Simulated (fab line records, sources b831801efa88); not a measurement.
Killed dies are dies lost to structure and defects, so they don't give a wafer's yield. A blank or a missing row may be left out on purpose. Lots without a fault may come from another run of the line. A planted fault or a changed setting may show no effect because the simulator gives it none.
fab line records | flow gf180mcu | part 2 of 2: steps 31 to 39 of 39
record lots=5 wafers=15 last_day=34
route steps=602 shown M5@526 V5@540
lots that met no fault: from a run of the same line without faults
start_h: hours from the record's first day to the start of the lot's first wafer shown | wait_h: hours since the lot's step before | " the same as in the row above | L1.1+2: a row that stands for several wafers | - no value, or no start given | * or withheld: withheld | < > ~ a bound
route shown NAME@n: a module of which the file shows steps, and the number in the route of the first | usual: mean/standard deviation of fault-free wafers | same: alike in all rows | chamber/n: place in a boat | sites: the reading at each site | _std_site: their standard deviation | _edge_site: outer sites' mean less inner sites' | radius_mm: how far each site lies from the wafer's centre | mask NAME#n: copy n | behind: the tool/chamber that last shaped the wafer | hold: why the lot was held/for how many hours/how that ended | device: the transistor (n, p or np) that didn't switch | end of line: the same wafers' tests at the end of the route | a step without rows: its recipe alone | killed: dies lost to structure and defects at the first sort, not the wafer's yield | map: a wafer's dies, x killed, . not, _ none there
set.NAME: the setting as run; set.NAME@STEP: as run at that earlier step | model.NAME: the simulator's own value behind a step, which no gauge read
lots at some steps of the route; a table a step, a row a wafer
services: from which hour (start_h, from the record's first day; less than 0 if before it) a tool's chamber was out of use, for how many hours, and why
## steps
# step GF_V5_ETCH_16
# recipe chemistry=N2/H2 target_depth_a=withheld overetch_a=withheld time_s=withheld target=BARC ion_energy_ev=200 source_w=500 bias_w=100 pressure_mtorr=30 n2_flow_sccm=100 h2_flow_sccm=200
# usual bias_w=99.99/0.29 chamber_pressure_mTorr=30.001/0.025 drypump_motor_current_A=5.9/0.33 oes_product_au=0.855/0.0047 throttle_valve_pct=13.225/0.009
# columns lot.wafer tool chamber start_h wait_h bias_w chamber_pressure_mTorr drypump_motor_current_A oes_product_au throttle_valve_pct
L075.1 rie_diel-04 1 635.07 0.0 100.21 30.026 5.8 0.853 13.224
L075.5 " 3 " " 99.95 29.996 5.6 0.849 13.237
L075.6 " 2 " " 99.79 30.011 6.2 0.858 13.230
L078.1 rie_diel-03 0 659.48 0.0 99.94 30.020 5.9 0.860 13.213
L078.3 " 2 " " 100.22 29.970 5.1 0.845 13.227
L078.5 " 1 " " 100.26 29.996 6.4 0.856 13.225
L090.1 rie_diel-04 0 752.42 0.0 99.75 30.055 6.0 0.855 13.219
L090.2 " 2 " " 99.85 29.983 6.2 0.852 13.223
L090.4 " 3 " " 99.82 30.008 5.6 0.855 13.218
L091.1 rie_diel-02 2 757.08 0.0 100.10 29.967 5.7 0.862 13.233
L091.2 " 0 " " 99.56 29.992 6.1 0.862 13.220
L091.3 " 1 " " 100.16 29.962 5.7 0.854 13.213
L095.1 rie_diel-02 2 773.38 0.0 100.09 30.027 5.7 0.846 13.216
L095.3 " 1 " " 100.41 29.996 5.7 0.860 13.238
L095.4 " 0 " " 100.29 29.983 6.1 0.857 13.225
# step GF_V5_ETCH_17
# recipe chemistry=C4F8/O2/Ar mask_material=KrF target=SiO2 stop_on=TiN source_w=1500 bias_w=1200 pressure_mtorr=40 c4f8_flow_sccm=withheld O2_flow_sccm=6 Ar_flow_sccm=300 time_s=withheld target_depth_a=8550
# usual bias_w=1200/3 chamber_pressure_mTorr=40.00/0.038 oes_product_au=0.860/0.0047
# columns lot.wafer tool chamber start_h wait_h bias_w chamber_pressure_mTorr oes_product_au
L075.1 rie_diel-04 1 - - 1200 39.95 0.851
L075.5 " 3 " " 1201 40.04 0.853
L075.6 " 2 " " 1194 39.96 0.860
L078.1 rie_diel-03 0 - - 1201 40.04 0.858
L078.3 " 2 " " 1193 39.89 0.865
L078.5 " 1 " " 1202 40.02 0.860
L090.1 rie_diel-04 0 - - 1203 39.98 0.865
L090.2 " 2 " " 1199 40.00 0.866
L090.4 " 3 " " 1201 40.03 0.859
L091.1 rie_diel-02 2 - - 1197 39.98 0.864
L091.2 " 0 " " 1201 40.04 0.868
L091.3 " 1 " " 1201 40.06 0.862
L095.1 rie_diel-02 2 - - 1197 39.96 0.856
L095.3 " 1 " " 1197 40.00 0.867
L095.4 " 0 " " 1202 40.05 0.858
# step GF_V5_STRIP_18
# recipe chemistry=O2/N2 power_w=1400 pressure_mtorr=1500 platen_temp_c=250 o2_flow_sccm=3000 n2_flow_sccm=300 overash_fraction=0.5
# usual chamber_pressure_mTorr=1500/5.4 drypump_motor_current_A=5.7/0.46 heater_power_w=366/28 oes_product_au=0.569/0.0044
# columns lot.wafer tool chamber start_h wait_h chamber_pressure_mTorr drypump_motor_current_A heater_power_w oes_product_au rf_hours_counter_h
L075.1 plasma_asher-01 1 635.23 - 1501 5.8 346 0.573 23
L075.5 " 1 " " 1500 5.8 339 0.569 -
L075.6 " 0 " " 1500 6.0 352 0.572 -
L078.1 plasma_asher-02 0 659.64 - 1501 6.1 399 0.566 56
L078.3 " 1 " " 1500 5.1 338 0.570 -
L078.5 " 1 " " 1498 5.1 334 0.580 -
L090.1 plasma_asher-01 1 752.57 - 1502 5.7 334 0.565 34
L090.2 " 0 " " 1499 6.1 352 0.565 34
L090.4 " 0 " " 1500 6.0 347 0.575 -
L091.1 plasma_asher-01 1 757.24 - 1499 5.7 339 0.566 34
L091.2 " 0 " " 1501 6.1 354 0.570 34
L091.3 " 1 " " 1499 5.7 341 0.569 -
L095.1 plasma_asher-02 1 773.54 - 1501 5.1 346 0.575 68
L095.3 " 0 " " 1501 6.1 387 0.570 -
L095.4 " 1 " " 1501 5.1 336 0.577 -
# step GF_V5_STRIP_19
# recipe chemistry=post_etch_residue_remover time_s=1200 temp_c=72.5
# usual bath_heat_duty_pct=14.4/1
# columns lot.wafer tool chamber start_h wait_h bath_heat_duty_pct
L075.1 wet_bench-04 1 635.33 0.1 13.1
L075.5 " 1 " " 13.9
L075.6 " 1 " " 13.6
L078.1 wet_bench-03 0 659.74 0.1 15.8
L078.3 " 0 " " 14.4
L078.5 " 0 " " 13.5
L090.1 wet_bench-03 2 752.67 0.1 12.7
L090.2 " 2 " " 13.7
L090.4 " 2 " " 14.0
L091.1 wet_bench-03 1 757.34 0.1 14.5
L091.2 " 1 " " 15.0
L091.3 " 1 " " 14.4
L095.1 wet_bench-01 3 773.64 0.1 14.5
L095.3 " 3 " " 13.4
L095.4 " 3 " " 14.0
# step GF_V5_CLEAN_20
# recipe chemistry=DIW dry=n2_spin
# columns lot.wafer tool chamber start_h wait_h
L075.1+5+6 wet_bench-03 3 635.67 0.0
L078.1+3+5 wet_bench-04 1 660.08 0.0
L090.1+2+4 wet_bench-01 1 753.02 0.0
L091.1+2+3 wet_bench-01 0 757.68 0.0
L095.1+3+4 wet_bench-04 3 773.98 0.0
# step GF_V5_SPUTTER_21
# recipe material=Ti target_thk_nm=15 chamber_pressure_pa=5 power_w=2500 substrate_temp_c=200 time_s=80.02
# usual throttle_valve_pct=30.5/0.79
# columns lot.wafer tool chamber start_h wait_h throttle_valve_pct
L075.1 pvd_sputter-02 - 635.76 0.0 30.5
L075.5 " - " " 30.4
L075.6 " - " " 30.9
L078.1 pvd_sputter-03 - 660.17 0.0 29.1
L078.3 " - " " 31.7
L078.5 " - " " 29.3
L090.1 pvd_sputter-03 - 753.20 0.0 31.4
L090.2 " - " " 30.7
L090.4 " - " " 31.5
L091.1 pvd_sputter-02 - 757.86 0.0 29.0
L091.2 " - " " 31.2
L091.3 " - " " 30.5
L095.1 pvd_sputter-04 - 774.08 0.0 30.6
L095.3 " - " " 31.0
L095.4 " - " " 30.9
# step GF_V5_SPUTTER_22
# recipe material=TiN target_thk_nm=10 chamber_pressure_pa=5 power_w=4000 time_s=40
# usual throttle_valve_pct=30.5/0.76
# columns lot.wafer tool chamber start_h wait_h throttle_valve_pct
L075.1 pvd_sputter-02 - 635.82 0.0 30.3
L075.5 " - " " 30.4
L075.6 " - " " 31.0
L078.1 pvd_sputter-03 - 660.23 0.0 29.2
L078.3 " - " " 31.5
L078.5 " - " " 29.2
L090.1 pvd_sputter-03 - 753.26 0.0 31.2
L090.2 " - " " 30.8
L090.4 " - " " 31.3
L091.1 pvd_sputter-02 - 757.92 0.0 29.0
L091.2 " - " " 31.1
L091.3 " - " " 30.4
L095.1 pvd_sputter-04 - 774.14 0.0 30.7
L095.3 " - " " 31.3
L095.4 " - " " 31.0
# step GF_V5_CVD_23
# recipe material=W target_thk_nm=350 time_s=104.9 temp_c=400 pressure_torr=40
# usual heater_power_w=886/52
# columns lot.wafer tool chamber start_h wait_h heater_power_w
L075.1 cvd_w-01 1 635.86 0.0 900
L075.5 " 0 " " 924
L075.6 " 1 " " 929
L078.1 cvd_w-01 0 660.27 0.0 931
L078.3 " 1 " " 899
L078.5 " 1 " " 918
L090.1 cvd_w-02 1 753.30 0.0 885
L090.2 " 0 " " 814
L090.4 " 0 " " 821
L091.1 cvd_w-01 1 757.96 0.0 933
L091.2 " 1 " " 931
L091.3 " 1 " " 924
L095.1 cvd_w-02 0 774.18 0.0 797
L095.3 " 0 " " 823
L095.4 " 1 " " 912
# step GF_V5_RS_MEAS_24
# recipe thk_meas_gauge=four-point-probe reads=W_of_V5_CVD_23+TiN_of_V5_SPUTTER_22+Ti_of_V5_SPUTTER_21
# usual V5_W_RS=0.324/0.0038
# columns lot.wafer tool chamber start_h wait_h V5_W_RS[ohm/sq]
L075.1 film_metro-03 - 635.97 0.1 0.324
L075.5 " - " " 0.324
L075.6 " - " " 0.323
L078.1 film_metro-02 - 660.38 0.1 0.328
L078.3 " - " " 0.326
L078.5 " - " " 0.322
L090.1 film_metro-03 - 753.41 0.1 0.317
L090.2 " - " " 0.327
L090.4 " - " " 0.324
L091.1 film_metro-03 - 758.19 0.2 0.324
L091.2 " - " " 0.320
L091.3 " - " " 0.325
L095.1 film_metro-03 - 774.29 0.1 0.328
L095.3 " - " " 0.325
L095.4 " - " " 0.317
## services
# columns tool chamber start_h hours kind
krf_scanner-02 - 584.28 3.0 pm
wet_bench-03 - 585.66 1.5 repair
krf_scanner-02 - 587.28 0.8 pm
krf_scanner-01 - 588.03 1.3 pm
rie_diel-02 3 593.62 20.9 repair
pvd_sputter-03 - 594.66 24.6 repair
cmp-02 - 597.96 0.6 repair
rie_diel-03 3 604.09 9.3 repair
krf_scanner-01 - 610.15 0.5 repair
krf_scanner-01 - 616.20 0.3 repair
plasma_asher-02 - 623.78 0.6 repair
plasma_asher-02 - 625.72 2.8 pm
rie_diel-02 2 626.34 8.0 repair
krf_scanner-02 - 627.73 1.0 pm
cmp-02 - 636.12 1.1 repair
rie_diel-04 1 647.04 8.9 repair
pvd_sputter-02 - 647.36 2.6 repair
krf_scanner-01 - 675.22 0.8 pm
krf_scanner-01 - 709.72 1.0 pm
krf_scanner-02 - 714.42 9.5 repair
krf_scanner-01 - 724.01 4.0 pm
krf_scanner-02 - 728.03 1.3 pm
krf_scanner-02 - 754.47 0.8 pm
krf_scanner-01 - 762.91 1.3 pm
